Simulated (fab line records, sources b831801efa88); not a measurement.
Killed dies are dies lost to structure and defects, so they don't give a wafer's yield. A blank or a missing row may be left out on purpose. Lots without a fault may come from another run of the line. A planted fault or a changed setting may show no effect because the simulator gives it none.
Which tool did it? | flow sky130 | 13 lots, 39 wafers sampled, at 6 steps of a route of 708

WHAT THE GAUGES READ, wafer by wafer
SKY_FIELD_ISO_THK_MEAS_04.
lot  | measured    | on            | FIELD_ISO_CVD_03_THK (nm)
L194 | day 1 18:38 | film_metro-03 | 166.9 166.9 166.3
L196 | day 2 04:29 | film_metro-03 | 167.1 166.9 166.8
L198 | day 2 16:53 | film_metro-02 | 166.2 165.3 165.6
L199 | day 2 19:29 | film_metro-02 | 164.3 163.8 163.8
L201 | day 3 08:20 | film_metro-03 | 163.8 164.6 164.8
L204 | day 3 20:49 | film_metro-03 | 165.0 164.9 164.6
L205 | day 4 03:49 | film_metro-02 | 165.5 163.9 164.2
L206 | day 4 08:01 | film_metro-02 | 165.9 165.6 164.9
L207 | day 4 13:26 | film_metro-04 | 165.0 166.4 164.7
L209 | day 4 22:59 | film_metro-04 | 163.6 163.1 164.5
L210 | day 5 02:29 | film_metro-02 | 166.0 165.1 165.4
L212 | day 5 18:06 | film_metro-02 | 164.5 165.5 163.5
L216 | day 6 13:01 | film_metro-03 | 162.3 162.4 162.1

SKY_NWELL_THK_MEAS_02.
lot  | measured    | on            | NWELL_OXIDATION_THK (nm)
L194 | day 2 17:10 | film_metro-04 | 9.92 10.02 9.97
L196 | day 3 03:47 | film_metro-01 | 9.89 9.92 10.05
L198 | day 3 14:55 | film_metro-01 | 9.93 9.73 9.90
L199 | day 3 20:02 | film_metro-04 | 9.68 9.60 9.83
L201 | day 4 11:07 | film_metro-04 | 10.15 10.05 10.02
L204 | day 4 22:05 | film_metro-04 | 9.92 9.85 9.75
L205 | day 5 02:41 | film_metro-04 | 9.93 9.86 9.84
L206 | day 5 19:38 | film_metro-02 | 9.74 9.80 9.78
L207 | day 6 09:40 | film_metro-02 | 10.03 9.99 10.07
L209 | day 6 20:45 | film_metro-01 | 9.76 9.77 9.78
L210 | day 6 20:45 | film_metro-02 | 9.73 9.72 9.54
L212 | day 7 05:07 | film_metro-02 | 9.72 9.70 9.75
L216 | day 8 04:59 | film_metro-02 | 9.93 10.11 10.14

SKY_PWDE_OVL_MEAS_07.
lot  | measured    | on         | PWDE_OVL (nm)
L194 | day 4 01:26 | overlay-01 | -0.1 -0.2 0.7
L196 | day 4 11:14 | overlay-02 | -2.4 -2.9 -1.2
L198 | day 4 23:38 | overlay-02 | 0.9 1.7 2.4
L199 | day 5 05:52 | overlay-01 | 0.7 0.9 0.4
L201 | day 5 21:44 | overlay-01 | 0.6 -1.8 -1.0
L204 | day 6 09:32 | overlay-01 | -1.7 -1.3 -1.2
L205 | day 6 13:05 | overlay-01 | -0.4 -1.1 -0.2
L206 | day 7 06:26 | overlay-02 | 0.8 0.3 1.5
L207 | day 7 21:41 | overlay-01 | - - -
L209 | day 8 10:25 | overlay-01 | -0.4 -0.8 -1.3
L210 | day 8 10:46 | overlay-01 | -1.2 -0.3 1.3
L212 | day 8 19:20 | overlay-02 | -1.0 -0.7 -2.0
L216 | day 9 20:49 | overlay-01 | -2.1 -0.6 -0.9

SKY_PWDE_TW_MEAS_10.
lot  | measured    | on            | PWDE_TW
L194 | day 4 01:44 | film_metro-04 | 370.4 373.2 372.5
L196 | day 4 11:31 | film_metro-04 | 371.7 368.3 372.6
L198 | day 4 23:56 | film_metro-04 | 370.4 371.8 369.8
L199 | day 5 06:10 | film_metro-04 | 371.4 369.8 371.1
L201 | day 5 22:01 | film_metro-02 | 372.2 371.6 369.7
L204 | day 6 09:49 | film_metro-01 | 375.9 375.6 375.2
L205 | day 6 13:22 | film_metro-01 | 379.6 376.4 377.7
L206 | day 7 06:43 | film_metro-01 | 373.2 373.4 372.5
L207 | day 7 22:12 | film_metro-02 | 29.7 29.9 29.7
L209 | day 8 10:43 | film_metro-04 | 369.8 371.8 372.0
L210 | day 8 11:04 | film_metro-04 | 371.3 373.0 373.6
L212 | day 8 19:37 | film_metro-01 | 377.4 375.3 378.5
L216 | day 9 21:07 | film_metro-02 | 372.8 372.6 372.3

SKY_NWELL_RS_MEAS_31: measures by four-point-probe.
lot  | measured     | on            | PWDE_RS (ohm/sq)
L194 | day 5 12:29  | film_metro-02 | 5271 5270 5266
L196 | day 5 22:46  | film_metro-01 | 5286 5288 5279
L198 | day 6 10:56  | film_metro-04 | 5264 5267 5270
L199 | day 6 17:53  | film_metro-01 | 5287 5279 5281
L201 | day 7 10:34  | film_metro-04 | 5251 5227 5269
L204 | day 7 22:29  | film_metro-01 | 5265 5263 5267
L205 | day 8 03:04  | film_metro-02 | 5284 5284 5274
L206 | day 8 22:29  | film_metro-02 | 5262 5272 5286
L207 | day 9 15:34  | film_metro-04 | 5309 5295 5280
L209 | day 10 05:26 | film_metro-04 | 5262 5272 5268
L210 | day 10 06:05 | film_metro-02 | 5299 5316 5322
L212 | day 10 16:19 | film_metro-01 | 5261 5268 5255
L216 | day 11 19:44 | film_metro-01 | 5280 5287 5283

WHICH TOOL RAN EACH LOT (tool, then ch and the chambers of the sampled wafers, then the start)
lot  | SKY_PWDE_EXPOSE_04
L194 | iline_stepper-01 ch 0, day 3 17:35
L196 | iline_stepper-02 ch 0, day 4 03:08
L198 | iline_stepper-01 ch 0, day 4 15:27
L199 | iline_stepper-01 ch 0, day 4 21:17
L201 | iline_stepper-01 ch 0, day 5 12:47
L204 | iline_stepper-02 ch 0, day 6 00:46
L205 | iline_stepper-01 ch 0, day 6 05:04
L206 | iline_stepper-02 ch 0, day 6 21:49
L207 | iline_stepper-02 ch 0, day 7 13:05
L209 | iline_stepper-02 ch 0, day 8 01:01
L210 | iline_stepper-01 ch 0, day 8 01:16
L212 | iline_stepper-02 ch 0, day 8 09:35
L216 | iline_stepper-01 ch 0, day 9 10:44
- SKY_PWDE_EXPOSE_04: exposes mask PWDEM, target cd 840 nm.

WHAT THE TOOLS THEMSELVES READ (means of the sampled wafers that have a number; where no wafer has one, the mark that the record gives instead)
The record holds no such reading with a usual standard deviation.

THE ANSWER, worked out from the rows above alone
Rule: what is usual is taken from the lots themselves. Put in order of their means at a reading, lots are off if they are a third of the lots or fewer, leave a main group of 4 or more, and stand apart from it by a gap of 3 or more times the standard deviation of the main group's means; of several such gaps the widest counts. A main group whose means are all the same, to the digits that the tables above print for the reading, isn't used. A lot without any number at a reading at which 4 lots or more have one is off too. The other lots that the step has rows for count as sound. The gauges are gone through in route order, then the tools' own readings, and for those a lot's mean is taken as printed above. The first step at which some lot is off is used, and at that step the reading that is off furthest; a lot without a number counts as furthest.
Off: L207, at SKY_PWDE_OVL_MEAS_07 (PWDE_OVL). Without a number there: L207. The main group: mean -0.4 nm, standard deviation 1.
A tool fits if, at a process step before that reading, it ran every lot that is off, and no sound lot after the first of them. The gauges at SKY_PWDE_OVL_MEAS_07 aren't tried: what is off there is off at SKY_PWDE_TW_MEAS_10 too, on other tools, and a gauge's error can't cause that. None of those tried fits.

WHAT THE SIMULATOR HAD PUT IN
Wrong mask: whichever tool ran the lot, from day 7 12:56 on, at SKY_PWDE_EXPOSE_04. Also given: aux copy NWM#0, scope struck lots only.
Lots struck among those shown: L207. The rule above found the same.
